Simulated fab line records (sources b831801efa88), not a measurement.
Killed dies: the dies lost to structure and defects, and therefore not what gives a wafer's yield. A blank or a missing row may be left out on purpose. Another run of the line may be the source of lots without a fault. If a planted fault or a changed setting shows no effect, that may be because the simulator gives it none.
Which tool is to blame?	flow gf180mcu	13 lots, 39 wafers sampled, at 5 steps of a route of 602

WHAT EACH GAUGE READ, for each wafer
GF_STI_CD_MEAS_12: the cd target is 220 nm. Usual: cdNm at 220.2 nm, with a standard deviation of 1.4.
lot	measured	on	cdNm (nm)	flag
L927	day 2 01:37	cdSem-02	220.8 219.1 220.0	
L928	day 2 07:02	cdSem-02	220.1 220.4 219.0	
L929	day 2 11:19	cdSem-01	221.1 222.6 222.0	
L930	day 2 16:28	cdSem-01	220.3 219.3 218.8	
L931	day 2 21:25	cdSem-01	223.4 222.1 221.3	
L933	day 3 08:25	cdSem-01	221.6 222.2 221.0	
L935	day 3 20:20	cdSem-02	221.2 220.2 220.9	
L937	day 4 08:52	cdSem-01	234.9 233.6 234.0	OFF
L944	day 5 16:59	cdSem-02	221.2 220.6 221.6	
L945	day 5 23:07	cdSem-02	219.6 220.8 220.0	
L946	day 6 04:20	cdSem-01	219.7 219.8 219.2	
L948	day 6 15:14	cdSem-01	218.9 219.9 219.2	
L949	day 6 18:47	cdSem-02	219.4 219.5 220.0	

GF_MVPSD_OVL_MEAS_07. Usual: MVPSD_OVL typically reads -0.7 nm, with standard deviation 1.3.
lot	measured	on	MVPSD_OVL (nm)	flag
L927	day 5 01:28	overlay-02	1.6 1.0 -0.4	
L928	day 5 05:55	overlay-02	0.6 -0.1 0.3	
L929	day 5 12:28	overlay-01	-0.6 -0.1 1.6	
L930	day 5 17:46	overlay-02	0.6 1.2 -0.1	
L931	day 5 23:58	overlay-01	-0.3 -1.9 0.4	
L933	day 6 10:08	overlay-02	-1.6 -0.8 -0.6	
L935	day 7 01:40	overlay-01	0.2 -1.6 -0.8	
L937	day 7 18:25	overlay-01	0.5 -0.5 -0.7	
L944	day 9 07:01	overlay-01	-2.9 -1.8 0.3	
L945	day 9 13:33	overlay-01	0.4 -0.2 -1.1	
L946	day 9 17:31	overlay-02	-3.2 -0.8 -3.7	
L948	day 10 07:47	overlay-02	1.3 -2.4 -2.8	
L949	day 10 11:28	overlay-01	-0.4 -1.4 -2.0	

GF_M1_OVL_MEAS_15. Usual: M1_OVL typically reads 2 nm, with standard deviation 5.2.
lot	measured	on	M1_OVL (nm)	flag
L927	day 16 19:29	overlay-01	0 -7 -4	
L928	day 17 06:11	overlay-01	-6 -7 4	
L929	day 17 17:38	overlay-02	-3 3 -3	
L930	day 18 01:35	overlay-01	8 7 0	
L931	day 18 12:32	overlay-02	-1 6 8	
L933	day 19 04:59	overlay-02	9 12 2	
L935	day 20 02:41	overlay-02	0 0 10	
L937	day 21 09:32	overlay-02	-1 5 0	
L944	day 23 16:32	overlay-02	2 3 5	
L945	day 23 22:32	overlay-02	7 2 13	
L946	day 24 01:11	overlay-02	4 9 10	
L948	day 24 18:09	overlay-02	9 -2 6	
L949	day 25 01:32	overlay-01	-5 -4 -7	

TOOL THAT RAN EACH LOT (tool first, then ch and the chambers of the sampled wafers, then the start)
lot	GF_STI_EXPOSE_09	GF_CONTACT_CMP_04
L927	krfScanner-02 ch 0, day 1 20:32	cmp-01 ch 0,1,2, day 14 21:50
L928	krfScanner-01 ch 0, day 2 01:25	cmp-01 ch 0,1,2, day 15 08:16
L929	krfScanner-01 ch 0, day 2 04:55	cmp-01 ch 0,2,3, day 15 18:26
L930	krfScanner-02 ch 0, day 2 11:05	cmp-02 ch 0,1,3, day 16 02:19
L931	krfScanner-01 ch 0, day 2 15:35	cmp-01 ch 0,1,3, day 16 12:15
L933	krfScanner-01 ch 0, day 3 02:30	cmp-02 ch 0,1,3, day 17 04:00
L935	krfScanner-02 ch 0, day 3 14:19	cmp-02 ch 0,1,3, day 18 01:10
L937	krfScanner-01 ch 0, day 4 03:01	cmp-01 ch 1,2,3, day 19 07:09
L944	krfScanner-01 ch 0, day 5 09:04	cmp-01 ch 0,1,2, day 21 16:22
L945	krfScanner-01 ch 0, day 5 16:31	cmp-01 ch 0,2,3, day 21 21:56
L946	krfScanner-01 ch 0, day 5 21:01	cmp-02 ch 0,1,2, day 22 01:25
L948	krfScanner-01 ch 0, day 6 08:18	cmp-02 ch 0,1,3, day 22 19:20
L949	krfScanner-02 ch 0, day 6 11:07	cmp-01 ch 0,1, day 23 02:47
- GF_STI_EXPOSE_09: exposes mask COMP, target cd 220 nm.
- GF_CONTACT_CMP_04: polishes SiO2.

AS READ BY THE TOOLS THEMSELVES (means over the sampled wafers that have a number; for cases with no such wafer, the mark the record gives instead)
GF_CONTACT_CMP_04. Usual: edgeZonePressureFrac 1.000, standard deviation 0.0049; motorCurrentA 12.1 A, standard deviation 1.2; retainingRingPressureFrac 1.002, standard deviation 0.0048; timeToEndpointS 110 s, standard deviation 5.1.
lot	tool	edgeZonePressureFrac	motorCurrentA (A)	retainingRingPressureFrac	timeToEndpointS (s)	flag
L927	cmp-01	1.003	12.2	1.001	106	
L928	cmp-01	1.004	12.0	1.000	104	
L929	cmp-01	1.001	12.9	1.003	112	
L930	cmp-02	0.996	11.8	1.001	111	
L931	cmp-01	1.001	13.0	1.005	108	
L933	cmp-02	1.001	11.4	1.002	115	
L935	cmp-02	0.996	11.6	1.002	112	
L937	cmp-01	0.998	11.9	0.998	105	
L944	cmp-01	0.999	12.4	1.002	107	
L945	cmp-01	1.002	12.7	1.003	112	
L946	cmp-02	0.998	11.8	1.001	109	
L948	cmp-02	0.999	11.6	1.004	114	
L949	cmp-01	0.995	12.2	1.003	108	

THE ANSWER, worked out from the rows above alone
Rule: take the mean of a lot's wafers that have a number; if it is more than 3 standard deviations from the usual mean, the lot is off. Also off: a lot with no number at a reading for which 4 or more lots have one. Where the step has rows for the other lots, those lots are counted as sound. Order of review: gauges by route order, followed by the tools' own readings, for which a lot's mean as printed above is used. The first step at which some lot is off is used, and at that step the reading that is off furthest; a lot without a number counts as furthest.
Off at GF_STI_CD_MEAS_12 (cdNm): L937.
If a tool, at a process step before that reading, ran all the lots that are off and no sound lot after the first of them, it fits. Gauges at GF_STI_CD_MEAS_12: tried the same way as those tools. Of those tried, none fits.

WHAT THE SIMULATOR PUT IN
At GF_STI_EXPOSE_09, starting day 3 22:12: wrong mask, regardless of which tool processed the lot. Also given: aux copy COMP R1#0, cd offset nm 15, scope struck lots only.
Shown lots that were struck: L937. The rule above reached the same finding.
